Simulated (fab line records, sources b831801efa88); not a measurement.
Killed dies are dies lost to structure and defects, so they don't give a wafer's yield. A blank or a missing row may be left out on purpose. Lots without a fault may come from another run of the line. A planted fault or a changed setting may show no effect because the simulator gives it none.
fab line records | flow sky130
record lots=7 wafers=21 last_day=50
route steps=708 shown FIELD_ISO@25 NWELL@32 DNWELL@35 PAD_OPEN@708
lots that met no fault: from a run of the same line without faults
start_h: hours from the record's first day to the start of the lot's first wafer shown | wait_h: hours since the lot's step before | " the same as in the row above | L1.1+2: a row that stands for several wafers | - no value, or no start given | * or withheld: withheld | < > ~ a bound
route shown NAME@n: a module of which the file shows steps, and the number in the route of the first | usual: mean/standard deviation of fault-free wafers | same: alike in all rows | chamber/n: place in a boat | sites: the reading at each site | _std_site: their standard deviation | _edge_site: outer sites' mean less inner sites' | radius_mm: how far each site lies from the wafer's centre | mask NAME#n: copy n | behind: the tool/chamber that last shaped the wafer | hold: why the lot was held/for how many hours/how that ended | device: the transistor (n, p or np) that didn't switch | end of line: the same wafers' tests at the end of the route | a step without rows: its recipe alone | killed: dies lost to structure and defects at the first sort, not the wafer's yield | map: a wafer's dies, x killed, . not, _ none there
set.NAME: the setting as run; set.NAME@STEP: as run at that earlier step | model.NAME: the simulator's own value behind a step, which no gauge read
lots at some steps of the route; a table a step, a row a wafer
services: from which hour (start_h, from the record's first day; less than 0 if before it) a tool's chamber was out of use, for how many hours, and why
## steps
# step SKY_FIELD_ISO_CVD_24
# recipe material=SiO2 target_thk_nm=595 temp_c=650 sigma_open_frac=0.3 time_s=99.2 sih4_flow_sccm=60 pressure_mtorr=6
# step SKY_FIELD_ISO_THK_MEAS_25
# recipe reads=SiO2_of_FIELD_ISO_CVD_24
# usual FIELD_ISO_CVD_24_THK=593/6.3
# columns lot.wafer tool chamber start_h wait_h FIELD_ISO_CVD_24_THK[nm]
L940.4 film_metro-03 - 29.64 0.0 598
L940.5 " - " " 595
L940.6 " - " " 598
L948.1 film_metro-04 - 74.20 0.0 586
L948.4 " - " " 586
L948.5 " - " " 590
L951.2 film_metro-04 - 89.44 0.0 597
L951.4 " - " " 608
L951.5 " - " " 596
L952.1 film_metro-03 - 95.06 0.0 588
L952.3 " - " " 602
L952.4 " - " " 586
L955.1 film_metro-04 - 108.58 0.0 603
L955.5 " - " " 588
L955.6 " - " " 580
L956.1 film_metro-04 - 115.49 0.0 594
L956.2 " - " " 597
L956.4 " - " " 596
L961.4 film_metro-01 - 140.89 0.0 596
L961.5 " - " " 587
L961.6 " - " " 596
# step SKY_FIELD_ISO_ANNEAL_26
# recipe temp_c=1000 time_s=1800 ambient=N2
# step SKY_FIELD_ISO_CMP_27
# recipe stop_on=Si3N4 t_overpolish_s=16 down_force_psi=4 platen_rpm=60 target_thk_nm=457.8 pad_velocity_m_s=0.94248
# usual motor_current_A=12.0/0.96 overpolish_run_s=16.000/0.0081 time_to_endpoint_s=113/3.3
# columns lot.wafer tool chamber start_h wait_h motor_current_A overpolish_run_s time_to_endpoint_s
L940.4 cmp-01 2 32.87 0.0 12.7 16.005 117
L940.5 " 2 " " 12.5 15.990 113
L940.6 " 3 " " 12.9 15.993 118
L948.4 cmp-02 2 75.76 0.0 11.5 15.996 117
L948.1 " 0 " " 9.6 16.000 116
L948.5 " 3 " " 11.7 15.997 120
L951.4 cmp-02 3 91.04 0.1 11.9 16.002 119
L951.2 " 0 " " 9.7 15.982 119
L951.5 " 2 " " 11.4 16.005 112
L952.3 cmp-02 1 97.93 0.0 13.3 16.004 109
L952.4 " 2 " " 11.5 15.996 112
L952.1 " 0 " " 9.8 15.986 116
L955.1 cmp-02 2 110.19 0.1 11.4 16.000 114
L955.5 " 1 " " 12.7 15.998 110
L955.6 " 2 " " 11.2 16.009 111
L956.2 cmp-02 2 117.10 0.1 11.4 16.003 117
L956.1 " 3 " " 11.8 16.003 119
L956.4 " 0 " " 10.1 16.016 116
L961.4 cmp-02 3 143.60 0.1 11.8 15.998 115
L961.6 " 1 " " 12.7 16.005 109
L961.5 " 2 " " 11.5 15.992 113
# step SKY_FIELD_ISO_WET_ETCH_28
# recipe chemistry=dHF target_depth_nm=23.7 target=SiO2 dilution=10:1 temp_c=25 time_s=47
# step SKY_FIELD_ISO_WET_ETCH_29
# recipe chemistry=H3PO4 target_depth_nm=160 target=Si3N4 temp_c=160 time_s=1825
# step SKY_FIELD_ISO_WET_ETCH_30
# recipe chemistry=dHF target_depth_nm=25 target=SiO2 dilution=10:1 temp_c=25 time_s=50
# step SKY_NWELL_CLEAN_00
# recipe chemistry=SC1/SC2 mix=1:4:20 temp_c=70 time_s=150 dry=n2_spin
# step SKY_NWELL_OXIDATION_01
# recipe temp_c=900 ambient=O2 stabilise_s=600 purge_s=300 target_thk_a=100 ox_time_s=1418
# step SKY_NWELL_THK_MEAS_02
# recipe reads=SiO2_of_NWELL_OXIDATION_01
# usual NWELL_OXIDATION_THK=9.92/0.21
# columns lot.wafer tool chamber start_h wait_h NWELL_OXIDATION_THK[nm]
L940.4 film_metro-03 - 36.51 0.0 10.24
L940.5 " - " " 10.30
L940.6 " - " " 10.09
L948.1 film_metro-01 - 78.66 0.0 9.78
L948.4 " - " " 9.80
L948.5 " - " " 9.75
L951.2 film_metro-03 - 94.29 0.0 10.31
L951.4 " - " " 10.17
L951.5 " - " " 10.25
L952.1 film_metro-03 - 100.30 0.0 10.05
L952.3 " - " " 10.10
L952.4 " - " " 10.25
L955.1 film_metro-01 - 112.96 0.0 10.24
L955.5 " - " " 10.08
L955.6 " - " " 10.32
L956.1 film_metro-03 - 119.39 0.0 9.62
L956.2 " - " " 9.65
L956.4 " - " " 9.60
L961.4 film_metro-01 - 146.09 0.0 9.90
L961.5 " - " " 9.74
L961.6 " - " " 9.98
# step SKY_DNWELL_DEHYDRATE_00
# recipe temp_c=200 time_s=60
# step SKY_DNWELL_HMDS_01
# recipe prime_time_s=60 prime_temp_c=120
# step SKY_DNWELL_COAT_02
# recipe spin_rpm=2000 resist_thk_nm=3000
# usual spin_speed_rpm=2000.0/1.2
# columns lot.wafer tool chamber start_h wait_h spin_speed_rpm model.coat_of_DNWELL_COAT_02.thk_nm
L940.4 litho_track-01 0 45.15 0.1 2002.0 2979
L940.5 " 0 " " 2000.6 2986
L940.6 " 0 " " 1998.4 2990
L948.1 litho_track-01 0 86.62 0.1 2378.8 2744
L948.4 " 0 " " 2379.5 2747
L948.5 " 0 " " 2379.7 2748
L951.2 litho_track-01 0 102.40 0.1 2378.6 2751
L951.4 " 0 " " 2379.3 2754
L951.5 " 0 " " 2380.2 2747
L952.1 litho_track-03 0 108.41 0.1 1999.0 2992
L952.3 " 0 " " 2000.5 2990
L952.4 " 0 " " 1999.9 2995
L955.1 litho_track-01 0 122.17 0.1 2379.7 2738
L955.5 " 0 " " 2380.7 2742
L955.6 " 0 " " 2380.5 2742
L956.1 litho_track-02 0 128.67 0.1 1999.6 2989
L956.2 " 0 " " 1997.7 3000
L956.4 " 0 " " 1999.3 3004
L961.4 litho_track-03 0 155.48 0.1 2000.1 3002
L961.5 " 0 " " 2000.4 2994
L961.6 " 0 " " 2000.1 3006
# step SKY_DNWELL_SOFTBAKE_03
# recipe temp_c=110 time_s=withheld
# step SKY_DNWELL_EXPOSE_04
# recipe mask_id=DNM na=0.57 target_cd_nm=3000 dose_mj=222
# step SKY_DNWELL_PEB_05
# recipe temp_c=115 time_s=withheld
# step SKY_DNWELL_DEVELOP_06
# recipe wall_angle_deg=90 developer=TMAH develop_time_s=60 dev_temp_c=23
# same develop_time_s=60
# columns lot.wafer tool chamber start_h wait_h model.coat_of_DNWELL_COAT_02.thk_nm
L940.4 litho_track-03 0 - - 2975
L940.5 " 0 " " 2982
L940.6 " 0 " " 2986
L948.1 litho_track-03 0 - - 2740
L948.4 " 0 " " 2743
L948.5 " 0 " " 2744
L951.2 litho_track-01 0 - - 2747
L951.4 " 0 " " 2749
L951.5 " 0 " " 2742
L952.1 litho_track-03 0 - - 2988
L952.3 " 0 " " 2985
L952.4 " 0 " " 2991
L955.1 litho_track-02 0 - - 2734
L955.5+6 " 0 " " 2738
L956.1 litho_track-01 0 - - 2984
L956.2 " 0 " " 2996
L956.4 " 0 " " 3000
L961.4 litho_track-03 0 - - 2998
L961.5 " 0 " " 2990
L961.6 " 0 " " 3002
# step SKY_DNWELL_IMPLANT_07
# recipe species=P energy_kev=withheld dose_cm2=withheld tilt_deg=withheld
# step SKY_DNWELL_STRIP_08
# recipe chemistry=O2/N2 power_w=1400 pressure_mtorr=1500 platen_temp_c=withheld o2_flow_sccm=3000 n2_flow_sccm=300 overash_fraction=0.5
# usual drypump_motor_current_A=5.5/0.34 oes_product_au=0.722/0.0044 strip_time_to_endpoint_s=36.90/0.098
# columns lot.wafer tool chamber start_h wait_h drypump_motor_current_A oes_product_au rf_hours_counter_h strip_time_to_endpoint_s
L940.4 plasma_asher-04 1 52.49 0.1 5.7 0.722 - 36.64
L940.5 " 1 " " 5.7 0.726 - 36.74
L940.6 " 0 " " 5.0 0.724 - 36.80
L948.1 plasma_asher-02 0 96.41 0.1 5.4 0.717 41 34.00
L948.4 " 0 " " 5.4 0.721 - 34.04
L948.5 " 0 " " 5.4 0.725 - 34.05
L951.2 plasma_asher-03 1 112.07 0.1 5.1 0.712 43 34.08
L951.4 " 1 " " 5.1 0.724 - 34.12
L951.5 " 0 " " 5.6 0.713 - 34.02
L952.1 plasma_asher-03 0 119.06 0.1 5.6 0.721 43 36.83
L952.3 " 0 " " 5.6 0.723 - 36.81
L952.4 " 1 " " 5.1 0.718 - 36.84
L955.1 plasma_asher-02 1 132.62 0.1 6.0 0.716 45 33.93
L955.5 " 0 " " 5.4 0.711 - 33.97
L955.6 " 1 " " 6.1 0.728 - 33.98
L956.1 plasma_asher-03 0 138.67 0.1 5.6 0.728 45 36.78
L956.2 " 1 " " 5.2 0.718 45 36.91
L956.4 " 1 " " 5.1 0.719 - 36.96
L961.4 plasma_asher-03 1 165.79 0.1 5.2 0.717 - 36.93
L961.5 " 0 " " 5.6 0.726 - 36.84
L961.6 " 1 " " 5.1 0.723 - 36.99
# step SKY_DNWELL_TW_MEAS_09
# usual DNWELL_TW=1120/8.3
# columns lot.wafer tool chamber start_h wait_h DNWELL_TW
L940.4 film_metro-01 - 52.59 0.1 1118
L940.5 " - " " 1121
L940.6 " - " " 1121
L948.1 film_metro-03 - 96.51 0.1 1128
L948.4 " - " " 1132
L948.5 " - " " 1127
L951.2 film_metro-01 - 112.18 0.1 1127
L951.4 " - " " 1126
L951.5 " - " " 1125
L952.1 film_metro-02 - 119.16 0.1 1112
L952.3 " - " " 1113
L952.4 " - " " 1109
L955.1 film_metro-02 - 132.72 0.1 1112
L955.5 " - " " 1116
L955.6 " - " " 1114
L956.1 film_metro-03 - 138.77 0.1 1127
L956.2 " - " " 1128
L956.4 " - " " 1121
L961.4 film_metro-03 - 165.89 0.1 1132
L961.5 " - " " 1141
L961.6 " - " " 1137
# step SKY_PAD_OPEN_PROBE_99
# usual killed_at_M0_to_M3=42/7.2 killed_at_M4_up=3.5/1.8 killed_at_contacts=25/5.7 killed_at_front_end=16/4.6 killed_at_other=0.2/0.41 killed_dies=86/9.3 killed_open=47/6.3 killed_short=39/5.9
# same gross_dies=492 killed_at_back_side=0
# columns lot.wafer tool chamber start_h wait_h killed_at_M0_to_M3 killed_at_M4_up killed_at_contacts killed_at_front_end killed_at_other killed_dies killed_open killed_short model.etest.res_deep_nwell.width_nm
L940.4 prober-02 - 1077.58 0.2 35 2 17 16 0 70 38 32 3012
L940.5 prober-02 - 1077.63 0.2 48 0 21 12 0 81 42 39 2994
L940.6 prober-02 - 1077.68 0.2 39 3 22 9 0 73 44 29 2999
L948.1 prober-01 - 1131.63 0.1 37 6 35 13 1 92 51 41 3006
L948.4 prober-01 - 1131.78 0.2 33 9 30 10 0 82 45 37 3024
L948.5 prober-01 - 1131.83 0.2 40 5 33 29 0 107 56 51 3022
L951.2 prober-02 - 1146.54 0.1 33 3 22 12 0 70 37 33 3022
L951.4 prober-02 - 1146.64 0.2 32 2 20 16 0 70 37 33 3017
L951.5 prober-02 - 1146.69 0.2 34 0 31 12 0 77 38 39 3002
L952.1 prober-01 - 1151.99 0.1 35 4 28 8 0 75 42 33 3013
L952.3 prober-01 - 1152.09 0.2 39 3 31 13 0 86 44 42 3006
L952.4 prober-01 - 1152.14 0.2 52 3 23 13 0 91 56 35 2996
L955.1 prober-02 - 1169.83 0.1 52 3 26 16 0 97 51 46 3016
L955.5 prober-02 - 1170.03 0.2 50 4 36 9 0 99 48 51 3009
L955.6 prober-02 - 1170.08 0.2 31 6 26 22 0 85 45 40 3017
L956.1 prober-01 - 1171.65 0.1 45 3 34 13 0 95 52 43 2993
L956.2 prober-01 - 1171.70 0.1 45 5 25 15 0 90 43 47 2985
L956.4 prober-01 - 1171.80 0.2 38 5 30 13 0 86 49 37 2985
L961.4 prober-02 - 1191.84 0.2 35 3 27 14 0 79 44 35 2979
L961.5 prober-02 - 1191.89 0.2 36 7 22 14 1 80 38 42 2967
L961.6 prober-02 - 1191.94 0.2 56 2 18 17 1 94 50 44 2987
# killed by level:class
L940.4 VIA2:geometric_particle:open=10 CONTACT:geometric_particle:open=8 FIELD_ISO:geometric_particle:short=6 VIA3:geometric_particle:open=6 VIA1:geometric_particle:open=5 POLY_GATE:geometric_particle:short=4 LI_CONTACT:geometric_particle:short=4 METAL2:geometric_particle:short=4
L940.5 CONTACT:geometric_particle:open=11 METAL1:geometric_particle:short=8 VIA1:geometric_particle:open=7 VIA3:geometric_particle:open=7 VIA2:geometric_particle:open=6 VIA1:geometric_particle:short=6 LI_CONTACT:geometric_particle:open=5 VIA2:geometric_particle:short=5
L940.6 VIA1:geometric_particle:open=9 CONTACT:geometric_particle:open=7 VIA2:geometric_particle:open=7 LI_CONTACT:geometric_particle:open=6 LOCAL_INTERCONNECT:geometric_particle:short=5 VIA2:geometric_particle:short=5 METAL3:geometric_particle:short=4 VIA3:geometric_particle:open=4
L948.1 CONTACT:geometric_particle:open=14 CONTACT:geometric_particle:short=9 VIA1:geometric_particle:open=9 LI_CONTACT:geometric_particle:open=8 METAL1:geometric_particle:short=7 VIA3:geometric_particle:open=5 VIA2:geometric_particle:open=5 FIELD_ISO:geometric_particle:short=4
L948.4 LI_CONTACT:geometric_particle:open=9 CONTACT:geometric_particle:open=9 METAL4:geometric_particle:short=8 VIA1:geometric_particle:open=7 VIA1:geometric_particle:short=6 VIA3:geometric_particle:open=6 CONTACT:geometric_particle:short=5 VIA2:geometric_particle:open=5
L948.5 CONTACT:geometric_particle:open=14 POLY_GATE:geometric_particle:short=10 VIA3:geometric_particle:open=7 VIA1:geometric_particle:open=7 FIELD_ISO:geometric_particle:open=6 FIELD_ISO:geometric_particle:short=6 POLY_GATE:geometric_particle:open=5 LI_CONTACT:geometric_particle:open=5
L951.2 CONTACT:geometric_particle:open=8 VIA3:geometric_particle:open=7 CONTACT:geometric_particle:short=6 VIA2:geometric_particle:open=6 METAL1:geometric_particle:short=4 VIA1:geometric_particle:open=4 METAL2:geometric_particle:short=4 POLY_GATE:geometric_particle:open=3
L951.4 CONTACT:geometric_particle:open=9 METAL2:geometric_particle:short=7 CONTACT:geometric_particle:short=6 VIA1:geometric_particle:open=5 VIA3:geometric_particle:open=5 FIELD_ISO:geometric_particle:short=4 POLY_GATE:geometric_particle:open=4 LI_CONTACT:geometric_particle:open=4
L951.5 CONTACT:geometric_particle:open=11 FIELD_ISO:geometric_particle:short=6 VIA1:geometric_particle:open=6 LI_CONTACT:geometric_particle:short=5 LI_CONTACT:geometric_particle:open=5 METAL2:geometric_particle:short=5 LOCAL_INTERCONNECT:geometric_particle:short=4 CONTACT:geometric_particle:short=4
L952.1 VIA1:geometric_particle:open=9 LI_CONTACT:geometric_particle:open=9 CONTACT:geometric_particle:open=9 VIA3:geometric_particle:short=6 LI_CONTACT:geometric_particle:short=5 CONTACT:geometric_particle:short=5 VIA3:geometric_particle:open=5 FIELD_ISO:geometric_particle:short=4
L952.3 CONTACT:geometric_particle:open=9 VIA3:geometric_particle:open=7 LOCAL_INTERCONNECT:geometric_particle:short=7 FIELD_ISO:geometric_particle:open=6 VIA1:geometric_particle:short=6 VIA1:geometric_particle:open=6 FIELD_ISO:geometric_particle:short=5 LI_CONTACT:geometric_particle:open=5
L952.4 VIA2:geometric_particle:open=15 CONTACT:geometric_particle:open=10 VIA1:geometric_particle:open=8 VIA3:geometric_particle:open=6 METAL1:geometric_particle:short=6 LI_CONTACT:geometric_particle:open=5 FIELD_ISO:geometric_particle:open=4 METAL2:geometric_particle:short=4
L955.1 VIA1:geometric_particle:open=11 LI_CONTACT:geometric_particle:open=9 VIA2:geometric_particle:open=9 POLY_GATE:geometric_particle:short=8 CONTACT:geometric_particle:open=8 VIA3:geometric_particle:open=6 METAL2:geometric_particle:short=6 VIA2:geometric_particle:short=5
L955.5 CONTACT:geometric_particle:open=15 VIA1:geometric_particle:open=9 VIA1:geometric_particle:short=8 LI_CONTACT:geometric_particle:open=6 VIA2:geometric_particle:open=6 LI_CONTACT:geometric_particle:short=5 LOCAL_INTERCONNECT:geometric_particle:short=5 CONTACT:geometric_particle:short=5
L955.6 VIA1:geometric_particle:open=7 METAL1:geometric_particle:short=7 LI_CONTACT:geometric_particle:open=7 FIELD_ISO:geometric_particle:open=6 CONTACT:geometric_particle:short=6 VIA3:geometric_particle:open=6 FIELD_ISO:geometric_particle:short=5 METAL4:geometric_particle:short=5
L956.1 CONTACT:geometric_particle:open=14 VIA1:geometric_particle:open=13 LI_CONTACT:geometric_particle:open=7 VIA1:geometric_particle:short=7 VIA2:geometric_particle:open=7 CONTACT:geometric_particle:short=6 METAL2:geometric_particle:short=6 FIELD_ISO:geometric_particle:short=4
L956.2 VIA2:geometric_particle:open=8 VIA3:geometric_particle:open=7 VIA1:geometric_particle:open=7 LI_CONTACT:geometric_particle:short=6 LI_CONTACT:geometric_particle:open=6 CONTACT:geometric_particle:open=6 VIA1:geometric_particle:short=6 VIA3:geometric_particle:short=6
L956.4 LI_CONTACT:geometric_particle:open=10 CONTACT:geometric_particle:open=9 VIA3:geometric_particle:open=7 VIA3:geometric_particle:short=7 VIA1:geometric_particle:open=6 VIA2:geometric_particle:open=6 POLY_GATE:geometric_particle:open=5 POLY_GATE:geometric_particle:short=4
L961.4 LI_CONTACT:geometric_particle:open=11 POLY_GATE:geometric_particle:open=8 METAL1:geometric_particle:short=7 VIA3:geometric_particle:open=7 CONTACT:geometric_particle:short=6 CONTACT:geometric_particle:open=5 VIA1:geometric_particle:short=5 LOCAL_INTERCONNECT:geometric_particle:short=5
L961.5 CONTACT:geometric_particle:open=10 VIA1:geometric_particle:open=7 METAL4:geometric_particle:short=6 METAL2:geometric_particle:short=6 LOCAL_INTERCONNECT:geometric_particle:short=5 VIA1:geometric_particle:short=5 VIA3:geometric_particle:open=4 FIELD_ISO:geometric_particle:short=3
L961.6 VIA3:geometric_particle:open=14 VIA1:geometric_particle:open=10 POLY_GATE:geometric_particle:short=7 LI_CONTACT:geometric_particle:open=7 VIA2:geometric_particle:open=7 METAL2:geometric_particle:short=6 VIA1:geometric_particle:short=6 METAL3:geometric_particle:short=4
## services
# columns tool chamber start_h hours kind
plasma_asher-04 - 36.51 3.6 repair
cmp-01 - 61.26 4.9 repair
cmp-02 - 64.00 4.0 pm
cmp-02 - 68.00 - consumable_replace:conditioner
cmp-02 - 68.00 - consumable_replace:pad
cmp-01 - 105.68 6.9 repair
cmp-01 - 110.99 2.5 repair
cmp-01 - 116.85 0.7 repair
plasma_asher-04 - 163.58 28.1 pm
## key
first_sign step=SKY_DNWELL_COAT_02 reading=spin_speed_rpm direction=up sigmas=99+ usual=2000.0 struck=2379.7
effect step=SKY_DNWELL_STRIP_08 reading=strip_time_to_endpoint_s direction=down sigmas=29 usual=* struck=*
model_effect step=SKY_DNWELL_COAT_02 value=coat_of_DNWELL_COAT_02.thk_nm without=2996 struck=2746
model_effect step=SKY_DNWELL_DEVELOP_06 value=coat_of_DNWELL_COAT_02.thk_nm without=2991 struck=2742
model_effect step=SKY_PAD_OPEN_PROBE_99 value=etest.res_deep_nwell.width_nm without=2992 struck=3015
met_at SKY_DNWELL_COAT_02
struck_wafers L948.1,L948.4,L948.5,L951.2,L951.4,L951.5,L955.1,L955.5,L955.6
tester_left_out L948,L951,L955
onset_between 45.15 86.62
fault kind=process_parameter_drift tool=litho_track-01 chamber=- onset_h=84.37 steps=SKY_DNWELL_COAT_02 channel=spin_rpm offset=380.1 shape=step end_h=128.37 acts_in=these_recipes_only stated=2000
# tester_left_out: of these lots the tester's yield and bins aren't shown, on N5 and GAA mostly nor the transistor test; their killed dies are dies lost to structure and defects alone, not to doping, threshold or leakage, so they don't give the yield
